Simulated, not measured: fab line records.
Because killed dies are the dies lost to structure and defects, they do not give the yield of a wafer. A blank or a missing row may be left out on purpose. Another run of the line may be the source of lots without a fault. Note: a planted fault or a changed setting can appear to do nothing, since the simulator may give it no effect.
fab line records -- flow sky130
record: lots: 13, wafers: 39, last-day: 50
route steps=708 shown POLY_GATE@218 LDD_N@254 LDD_P@259 LDD_HVP@288
lots that met no fault: taken from a fault-free run of the same line
start-h: hours from the record's opening day to when the first of the lot's shown wafers began -- wait-h: time in hours since the lot's previous step -- " identical to the entry in the row above -- L1.1+2: a single row standing in for several wafers -- - no value, or no start was given -- * or withheld: withheld -- < > ~ a bound
route shown NAME@n: NAME is a module with steps in the file, n the number in the route of the first one -- usual: mean/standard deviation taken from wafers without a fault -- same: alike in all rows -- chamber/n: place in a boat -- sites: per-site readings -- _std_site: the standard deviation of these -- _edge_site: outer sites' mean less inner sites' -- radius-mm: for every site, how far away it sits from the centre of the wafer -- mask NAME#n: copy n -- behind: tool/chamber where the wafer was last shaped -- hold: why the lot went on hold/how many hours it stayed there/how the hold came to an end -- device: the n, p or np transistor that did not switch -- end of line: the tests these same wafers got at the end of their route -- a step given without rows: its recipe and nothing more -- killed: not the wafer's yield, but the dies lost to structure and defects at the first sort -- map: dies across one wafer; x = killed, . = not, _ = none there
set.NAME: setting as actually run; set.NAME@STEP: the setting as run at that earlier step -- model.NAME: the simulator's own value behind a step, which no gauge read
one table for each step of the route and one row for each wafer, over a sample of lots
services: a tool's chamber out of use, with start hour (start-h, from the record's first day; less than 0 if before it), hours out, and reason
== steps ==
step: SKY_POLY_GATE_THK_MEAS_04
recipe: reads: Si3N4_of_POLY_GATE_CVD_03
usual: POLY_GATE_CVD_03_THK: 75.2/0.69
lot.wafer,tool,chamber,start-h,wait-h,POLY_GATE_CVD_03_THK[nm]
L674.1,film-metro-04,-,337.05,0.0,76.4
L674.5,film-metro-04,-,337.05,0.0,76.2
L674.6,film-metro-04,-,337.05,0.0,76.5
L675.1,film-metro-04,-,344.24,0.0,76.7
L675.2,film-metro-04,-,344.24,0.0,76.4
L675.5,film-metro-04,-,344.24,0.0,75.8
L678.3,film-metro-04,-,368.28,0.0,75.5
L678.4,film-metro-04,-,368.28,0.0,74.7
L678.6,film-metro-04,-,368.28,0.0,74.7
L679.2,film-metro-01,-,385.86,0.0,74.9
L679.4,film-metro-01,-,385.86,0.0,75.2
L679.5,film-metro-01,-,385.86,0.0,74.6
L680.3,film-metro-03,-,388.43,0.0,76.0
L680.5,film-metro-03,-,388.43,0.0,76.2
L680.6,film-metro-03,-,388.43,0.0,75.8
L681.2,film-metro-04,-,395.57,0.0,74.8
L681.5,film-metro-04,-,395.57,0.0,74.8
L681.6,film-metro-04,-,395.57,0.0,74.6
L682.3,film-metro-04,-,404.86,0.0,74.4
L682.4,film-metro-04,-,404.86,0.0,74.0
L682.5,film-metro-04,-,404.86,0.0,74.4
L683.4,film-metro-04,-,421.78,0.0,76.4
L683.5,film-metro-04,-,421.78,0.0,75.8
L683.6,film-metro-04,-,421.78,0.0,76.1
L685.1,film-metro-01,-,428.51,0.0,74.2
L685.3,film-metro-01,-,428.51,0.0,73.6
L685.5,film-metro-01,-,428.51,0.0,74.6
L688.1,film-metro-04,-,463.48,0.0,75.6
L688.2,film-metro-04,-,463.48,0.0,74.6
L688.5,film-metro-04,-,463.48,0.0,76.0
L695.2,film-metro-04,-,520.95,0.0,74.9
L695.3,film-metro-04,-,520.95,0.0,75.0
L695.5,film-metro-04,-,520.95,0.0,74.7
L696.2,film-metro-04,-,531.53,0.0,74.5
L696.3,film-metro-04,-,531.53,0.0,75.1
L696.5,film-metro-04,-,531.53,0.0,75.3
L697.2,film-metro-01,-,545.65,0.0,75.3
L697.5,film-metro-01,-,545.65,0.0,74.6
L697.6,film-metro-01,-,545.65,0.0,75.0
step: SKY_POLY_GATE_ETCH_16
recipe: stop-on: poly-Si, chemistry: CH3F/O2, target: Si3N4, source-w: 400, bias-w: 80, pressure-mtorr: 25, ch3f-flow-sccm: 40, O2_flow_sccm: 30, time-s: 147.5, target-depth-a: 750
usual: drypump-motor-current-A: 5.6/0.4, oes-product-au: 0.641/0.0059, throttle-valve-pct: 10.536/0.0088
lot.wafer,tool,chamber,start-h,wait-h,drypump-motor-current-A,oes-product-au,rf-hours-counter-h,throttle-valve-pct
L674.1,rie-diel-02,0,365.59,0.0,5.1,0.642,53,10.539
L674.5,rie-diel-02,3,365.59,0.0,5.8,0.641,-,10.537
L674.6,rie-diel-02,0,365.59,0.0,5.1,0.652,-,10.528
L675.1,rie-diel-01,1,372.09,0.0,4.8,0.649,5,10.548
L675.2,rie-diel-01,3,372.09,0.0,5.8,0.645,2,10.535
L675.5,rie-diel-01,3,372.09,0.0,5.8,0.641,-,10.542
L678.3,rie-diel-04,2,397.90,0.0,6.2,0.645,39,10.531
L678.4,rie-diel-04,3,397.90,0.0,5.9,0.635,11,10.541
L678.6,rie-diel-04,1,397.90,0.0,5.9,0.637,-,10.530
L679.2,rie-diel-02,1,415.59,0.0,5.6,0.635,29,10.542
L679.4,rie-diel-02,3,415.59,0.0,5.8,0.642,33,10.522
L679.5,rie-diel-02,0,415.59,0.0,5.2,0.640,-,10.557
L680.3,rie-diel-04,0,418.54,0.0,5.5,0.649,88,10.537
L680.5,rie-diel-04,0,418.54,0.0,5.4,0.648,-,10.537
L680.6,rie-diel-04,3,418.54,0.0,5.8,0.646,-,10.524
L681.2,rie-diel-02,3,425.85,0.0,5.8,0.640,34,10.532
L681.5,rie-diel-02,1,425.85,0.0,5.6,0.638,-,10.537
L681.6,rie-diel-02,2,425.85,0.0,5.7,0.651,-,10.527
L682.3,rie-diel-02,1,434.45,0.0,5.6,0.629,29,10.551
L682.4,rie-diel-02,3,434.45,0.0,5.9,0.635,34,10.535
L682.5,rie-diel-02,3,434.45,0.0,5.9,0.635,-,10.540
L683.4,rie-diel-04,3,451.69,0.0,5.8,0.645,12,10.543
L683.5,rie-diel-04,0,451.69,0.0,5.5,0.649,-,10.543
L683.6,rie-diel-04,1,451.69,0.0,5.9,0.638,-,10.545
L685.1,rie-diel-04,1,459.60,0.0,5.9,0.633,1,10.546
L685.3,rie-diel-04,0,459.60,0.0,5.4,0.624,89,10.519
L685.5,rie-diel-04,1,459.60,0.0,5.9,0.638,-,10.549
L688.1,rie-diel-02,1,494.56,0.0,5.7,0.648,31,10.528
L688.2,rie-diel-02,3,494.56,0.0,5.9,0.641,35,10.556
L688.5,rie-diel-02,2,494.56,0.0,5.7,0.638,-,10.519
L695.2,rie-diel-04,1,551.64,0.0,5.8,0.645,3,10.524
L695.3,rie-diel-04,2,551.64,0.0,6.1,0.645,42,10.528
L695.5,rie-diel-04,1,551.64,0.0,5.8,0.640,-,10.533
L696.2,rie-diel-01,2,560.44,0.0,4.9,0.642,11,10.537
L696.3,rie-diel-01,0,560.44,0.0,6.1,0.642,38,10.513
L696.5,rie-diel-01,3,560.44,0.0,5.9,0.644,-,10.541
L697.2,rie-diel-02,1,575.54,0.0,5.7,0.638,32,10.543
L697.5,rie-diel-02,1,575.54,0.0,5.7,0.646,-,10.532
L697.6,rie-diel-02,2,575.54,0.0,5.7,0.636,-,10.546
step: SKY_LDD_N_TW_MEAS_17
usual: LDD_N_TW: 2588/22
lot.wafer,tool,chamber,start-h,wait-h,LDD_N_TW
L674.1,film-metro-01,-,397.65,0.1,2576
L674.5,film-metro-01,-,397.65,0.1,2582
L674.6,film-metro-01,-,397.65,0.1,2585
L675.1,film-metro-01,-,404.75,0.1,2571
L675.2,film-metro-01,-,404.75,0.1,2596
L675.5,film-metro-01,-,404.75,0.1,2595
L678.3,film-metro-03,-,431.07,0.1,2602
L678.4,film-metro-03,-,431.07,0.1,2606
L678.6,film-metro-03,-,431.07,0.1,2610
L679.2,film-metro-02,-,450.56,0.1,2560
L679.4,film-metro-02,-,450.56,0.1,2563
L679.5,film-metro-02,-,450.56,0.1,2574
L680.3,film-metro-03,-,452.37,0.1,2594
L680.5,film-metro-03,-,452.37,0.1,2600
L680.6,film-metro-03,-,452.37,0.1,2603
L681.2,film-metro-01,-,460.41,0.1,2599
L681.5,film-metro-01,-,460.41,0.1,2591
L681.6,film-metro-01,-,460.41,0.1,2596
L682.3,film-metro-03,-,468.52,0.1,2610
L682.4,film-metro-03,-,468.52,0.1,2620
L682.5,film-metro-03,-,468.52,0.1,2628
L683.4,film-metro-03,-,486.28,0.1,2623
L683.5,film-metro-03,-,486.28,0.1,2614
L683.6,film-metro-03,-,486.28,0.1,2626
L685.1,film-metro-02,-,493.79,0.1,2572
L685.3,film-metro-02,-,493.79,0.1,2575
L685.5,film-metro-02,-,493.79,0.1,2586
L688.1,film-metro-02,-,528.80,0.2,2589
L688.2,film-metro-02,-,528.80,0.2,2589
L688.5,film-metro-02,-,528.80,0.2,2599
L695.2,film-metro-02,-,588.60,0.1,2575
L695.3,film-metro-02,-,588.60,0.1,2586
L695.5,film-metro-02,-,588.60,0.1,2581
L696.2,film-metro-02,-,592.25,0.1,2578
L696.3,film-metro-02,-,592.25,0.1,2580
L696.5,film-metro-02,-,592.25,0.1,2586
L697.2,film-metro-01,-,607.05,0.1,2567
L697.5,film-metro-01,-,607.05,0.1,2562
L697.6,film-metro-01,-,607.05,0.1,2549
step: SKY_LDD_P_EXPOSE_04
recipe: mask-id: PSDM, na: 0.6, source-shape: conventional, sigma-outer: 0.6, polarization: unpolarized, target-cd-nm: 380, dose-mj: 138
lot.wafer,tool,chamber,start-h,wait-h,mask
L674.1+5+6,iline-stepper-02,0,412.50,-,PSDM#0
L675.1+2+5,iline-stepper-01,0,425.84,-,PSDM#0
L678.3+4+6,iline-stepper-01,0,447.35,-,PSDM#0
L679.2+4+5,iline-stepper-01,0,465.73,-,PSDM#0
L680.3+5+6,iline-stepper-01,0,467.86,-,PSDM#0
L681.2+5+6,iline-stepper-02,0,476.23,-,PSDM#0
L682.3+4+5,iline-stepper-01,0,483.83,-,PSDM#0
L683.4+5+6,iline-stepper-02,0,502.67,-,PSDM#0
L685.1+3+5,iline-stepper-02,0,509.59,-,PSDM#0
L688.1+2+5,iline-stepper-01,0,543.86,-,HVPTM#0
L695.2+3+5,iline-stepper-02,0,603.23,-,PSDM#0
L696.2+3+5,iline-stepper-01,0,607.35,-,PSDM#0
L697.2+5+6,iline-stepper-01,0,620.91,-,PSDM#0
step: SKY_LDD_P_CD_MEAS_07
recipe: target-cd-nm: 380
usual: cd-nm: 380.4/2.8
lot.wafer,tool,chamber,start-h,wait-h,cd-nm
L674.1,cd-sem-02,-,427.30,0.1,377.4
L674.5,cd-sem-02,-,427.30,0.1,376.7
L674.6,cd-sem-02,-,427.30,0.1,378.2
L675.1,cd-sem-02,-,439.80,0.1,381.0
L675.2,cd-sem-02,-,439.80,0.1,381.8
L675.5,cd-sem-02,-,439.80,0.1,381.8
L678.3,cd-sem-01,-,462.29,0.1,380.3
L678.4,cd-sem-01,-,462.29,0.1,379.4
L678.6,cd-sem-01,-,462.29,0.1,380.0
L679.2,cd-sem-01,-,481.32,0.1,374.5
L679.4,cd-sem-01,-,481.32,0.1,375.8
L679.5,cd-sem-01,-,481.32,0.1,374.4
L680.3,cd-sem-01,-,483.10,0.1,377.4
L680.5,cd-sem-01,-,483.10,0.1,378.8
L680.6,cd-sem-01,-,483.10,0.1,376.8
L681.2,cd-sem-01,-,491.58,0.1,377.1
L681.5,cd-sem-01,-,491.58,0.1,378.0
L681.6,cd-sem-01,-,491.58,0.1,379.8
L682.3,cd-sem-02,-,498.55,0.1,380.3
L682.4,cd-sem-02,-,498.55,0.1,383.0
L682.5,cd-sem-02,-,498.55,0.1,382.3
L683.4,cd-sem-02,-,516.86,0.1,381.2
L683.5,cd-sem-02,-,516.86,0.1,379.0
L683.6,cd-sem-02,-,516.86,0.1,380.6
L685.1,cd-sem-02,-,524.81,0.1,377.9
L685.3,cd-sem-02,-,524.81,0.1,375.6
L685.5,cd-sem-02,-,524.81,0.1,377.0
L688.1,cd-sem-01,-,558.11,0.2,-
L688.2,cd-sem-01,-,558.11,0.2,-
L688.5,cd-sem-01,-,558.11,0.2,-
L695.2,cd-sem-02,-,617.28,0.1,378.7
L695.3,cd-sem-02,-,617.28,0.1,381.2
L695.5,cd-sem-02,-,617.28,0.1,379.4
L696.2,cd-sem-01,-,621.08,0.1,377.6
L696.3,cd-sem-01,-,621.08,0.1,378.5
L696.5,cd-sem-01,-,621.08,0.1,379.1
L697.2,cd-sem-02,-,635.28,0.1,381.4
L697.5,cd-sem-02,-,635.28,0.1,382.3
L697.6,cd-sem-02,-,635.28,0.1,379.6
step: SKY_LDD_P_TW_MEAS_11
usual: LDD_P_TW: 636/3.6
lot.wafer,tool,chamber,start-h,wait-h,LDD_P_TW
L674.1,film-metro-04,-,427.71,0.1,634
L674.5,film-metro-04,-,427.71,0.1,630
L674.6,film-metro-04,-,427.71,0.1,637
L675.1,film-metro-04,-,440.21,0.1,638
L675.2,film-metro-04,-,440.21,0.1,637
L675.5,film-metro-04,-,440.21,0.1,637
L678.3,film-metro-01,-,462.68,0.1,637
L678.4,film-metro-01,-,462.68,0.1,638
L678.6,film-metro-01,-,462.68,0.1,636
L679.2,film-metro-02,-,481.72,0.1,636
L679.4,film-metro-02,-,481.72,0.1,633
L679.5,film-metro-02,-,481.72,0.1,634
L680.3,film-metro-02,-,483.49,0.1,634
L680.5,film-metro-02,-,483.49,0.1,639
L680.6,film-metro-02,-,483.49,0.1,634
L681.2,film-metro-02,-,491.98,0.1,637
L681.5,film-metro-02,-,491.98,0.1,634
L681.6,film-metro-02,-,491.98,0.1,635
L682.3,film-metro-04,-,498.93,0.1,638
L682.4,film-metro-04,-,498.93,0.1,639
L682.5,film-metro-04,-,498.93,0.1,641
L683.4,film-metro-02,-,517.24,0.1,633
L683.5,film-metro-02,-,517.24,0.1,630
L683.6,film-metro-02,-,517.24,0.1,633
L685.1,film-metro-04,-,525.21,0.1,642
L685.3,film-metro-04,-,525.21,0.1,641
L685.5,film-metro-04,-,525.21,0.1,643
L688.1,film-metro-04,-,558.51,0.1,30
L688.2,film-metro-04,-,558.51,0.1,30
L688.5,film-metro-04,-,558.51,0.1,30
L695.2,film-metro-04,-,617.67,0.1,636
L695.3,film-metro-04,-,617.67,0.1,638
L695.5,film-metro-04,-,617.67,0.1,636
L696.2,film-metro-04,-,621.47,0.1,637
L696.3,film-metro-04,-,621.47,0.1,636
L696.5,film-metro-04,-,621.47,0.1,636
L697.2,film-metro-04,-,635.67,0.1,641
L697.5,film-metro-04,-,635.67,0.1,637
L697.6,film-metro-04,-,635.67,0.1,645
step: SKY_LDD_HVP_TW_MEAS_10
usual: LDD_HVP_TW: 458/3.4
lot.wafer,tool,chamber,start-h,wait-h,LDD_HVP_TW
L674.1,film-metro-04,-,490.59,0.1,458
L674.5,film-metro-04,-,490.59,0.1,459
L674.6,film-metro-04,-,490.59,0.1,460
L675.1,film-metro-03,-,502.34,0.1,461
L675.2,film-metro-03,-,502.34,0.1,459
L675.5,film-metro-03,-,502.34,0.1,461
L678.3,film-metro-02,-,524.81,0.1,455
L678.4,film-metro-02,-,524.81,0.1,455
L678.6,film-metro-02,-,524.81,0.1,453
L679.2,film-metro-04,-,543.15,0.1,457
L679.4,film-metro-04,-,543.15,0.1,459
L679.5,film-metro-04,-,543.15,0.1,457
L680.3,film-metro-02,-,544.36,0.1,458
L680.5,film-metro-02,-,544.36,0.1,459
L680.6,film-metro-02,-,544.36,0.1,456
L681.2,film-metro-04,-,553.50,0.1,457
L681.5,film-metro-04,-,553.50,0.1,457
L681.6,film-metro-04,-,553.50,0.1,455
L682.3,film-metro-03,-,559.26,0.1,460
L682.4,film-metro-03,-,559.26,0.1,461
L682.5,film-metro-03,-,559.26,0.1,460
L683.4,film-metro-02,-,577.12,0.1,455
L683.5,film-metro-02,-,577.12,0.1,458
L683.6,film-metro-02,-,577.12,0.1,456
L685.1,film-metro-02,-,584.99,0.1,454
L685.3,film-metro-02,-,584.99,0.1,455
L685.5,film-metro-02,-,584.99,0.1,457
L688.1,film-metro-02,-,617.24,0.1,698
L688.2,film-metro-02,-,617.24,0.1,693
L688.5,film-metro-02,-,617.24,0.1,693
L695.2,film-metro-02,-,674.75,0.1,454
L695.3,film-metro-02,-,674.75,0.1,455
L695.5,film-metro-02,-,674.75,0.1,456
L696.2,film-metro-02,-,677.95,0.1,456
L696.3,film-metro-02,-,677.95,0.1,454
L696.5,film-metro-02,-,677.95,0.1,456
L697.2,film-metro-02,-,692.00,0.1,456
L697.5,film-metro-02,-,692.00,0.1,455
L697.6,film-metro-02,-,692.00,0.1,457
== services ==
tool,chamber,start-h,hours,kind
iline-stepper-02,-,345.12,1.7,pm
rie-diel-01,0,351.67,1.6,repair
rie-diel-02,2,365.19,2.3,repair
iline-stepper-01,-,371.91,1.7,pm
rie-diel-04,-,406.17,2.8,pm
iline-stepper-01,-,416.61,8.9,pm
iline-stepper-02,-,418.34,6.9,repair
iline-stepper-02,-,429.19,18.5,repair
rie-diel-04,1,429.81,3.8,repair
rie-diel-01,2,453.17,3.0,repair
rie-diel-04,2,455.55,13.0,repair
rie-diel-04,3,459.84,2.8,repair
rie-diel-01,3,482.21,5.0,repair
rie-diel-02,3,482.59,2.8,repair
rie-diel-01,1,487.14,3.4,repair
rie-diel-04,1,490.90,11.9,repair
iline-stepper-02,-,491.98,2.7,repair
rie-diel-02,1,514.49,14.1,repair
rie-diel-02,2,524.85,6.6,repair
iline-stepper-02,-,535.13,8.1,repair
rie-diel-04,-,556.45,0.7,repair
iline-stepper-02,-,563.30,1.7,pm
iline-stepper-01,-,590.09,1.7,pm
rie-diel-02,1,595.02,11.2,repair
== key ==
first-sign: step: SKY_LDD_P_EXPOSE_04, reading: mask, direction: changed
effect: step: SKY_LDD_P_CD_MEAS_07, reading: cd-nm, direction: missing
effect: step: SKY_LDD_P_TW_MEAS_11, reading: LDD_P_TW, direction: down, sigmas: 99+, usual: 636, struck: 30
effect: step: SKY_LDD_HVP_TW_MEAS_10, reading: LDD_HVP_TW, direction: up, sigmas: 70, usual: 458, struck: 695
met-at SKY_LDD_P_EXPOSE_04
struck-lots L688
sort-left-out L688.1,L688.2,L688.5
tester-left-out L688
not-acting-at SKY_POLY_GATE_THK_MEAS_04,SKY_POLY_GATE_ETCH_16,SKY_LDD_N_TW_MEAS_17
onset-between 483.83 543.86
fault: kind: wrong-mask, tool: any, chamber: -, onset-h: 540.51, steps: SKY_LDD_P_EXPOSE_04, aux-copy: HVPTM#0, scope: struck-lots-only
tester-left-out: of these lots the tester's yield and bins aren't shown, on N5 and GAA mostly nor the transistor test; their killed dies are dies lost to structure and defects alone, not to doping, threshold or leakage, so they don't give the yield
sort-left-out: the simulated sort isn't trusted on such a fault, so these wafers' sort isn't shown, and their yield isn't known
